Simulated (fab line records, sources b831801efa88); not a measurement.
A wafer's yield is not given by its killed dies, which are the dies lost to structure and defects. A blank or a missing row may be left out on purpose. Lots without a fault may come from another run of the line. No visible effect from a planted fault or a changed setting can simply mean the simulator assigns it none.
Which tool was responsible? || flow sky130 || route of 708 steps, sampled at 1 step: 6 lots, 18 wafers

WHAT THE GAUGES SHOWED, per wafer
SKY_FIELD_ISO_CD_MEAS_13 targets a cd of 150 nm.
{"lot": "L818", "measured": "day 2 10:35", "on": "cd sem-01", "cd nm (nm)": "147.7 149.3 148.9"}
{"lot": "L820", "measured": "day 2 21:52", "on": "cd sem-01", "cd nm (nm)": "150.9 150.1 149.8"}
{"lot": "L822", "measured": "day 3 07:09", "on": "cd sem-02", "cd nm (nm)": "150.2 150.0 148.2"}
{"lot": "L823", "measured": "day 3 18:26", "on": "cd sem-01", "cd nm (nm)": "149.4 150.1 150.4"}
{"lot": "L826", "measured": "day 4 02:32", "on": "cd sem-02", "cd nm (nm)": "147.0 146.6 147.4"}
{"lot": "L834", "measured": "day 5 23:06", "on": "cd sem-02", "cd nm (nm)": "150.9 151.9 150.8"}

WHICH TOOL RAN EACH LOT (tool, then ch and the chambers of the sampled wafers, then the start)
The record shows no process step preceding these readings.

THE ANSWER, worked out from the rows above alone
Rule: the lots themselves supply what counts as usual. Put in order of their means at a reading, lots are off if they are a third of the lots or fewer, leave a main group of 4 or more, and stand apart from it by a gap of 3 or more times the standard deviation of the main group's means; of several such gaps the widest counts. Not used: any main group whose means are identical at the precision the tables above print for the reading. A lot without any number at a reading at which 4 lots or more have one is off too. Where the step has rows for the other lots, those lots are counted as sound.
No lot is off at any reading shown: from this, nothing can be told.

WHAT THE SIMULATOR PUT IN
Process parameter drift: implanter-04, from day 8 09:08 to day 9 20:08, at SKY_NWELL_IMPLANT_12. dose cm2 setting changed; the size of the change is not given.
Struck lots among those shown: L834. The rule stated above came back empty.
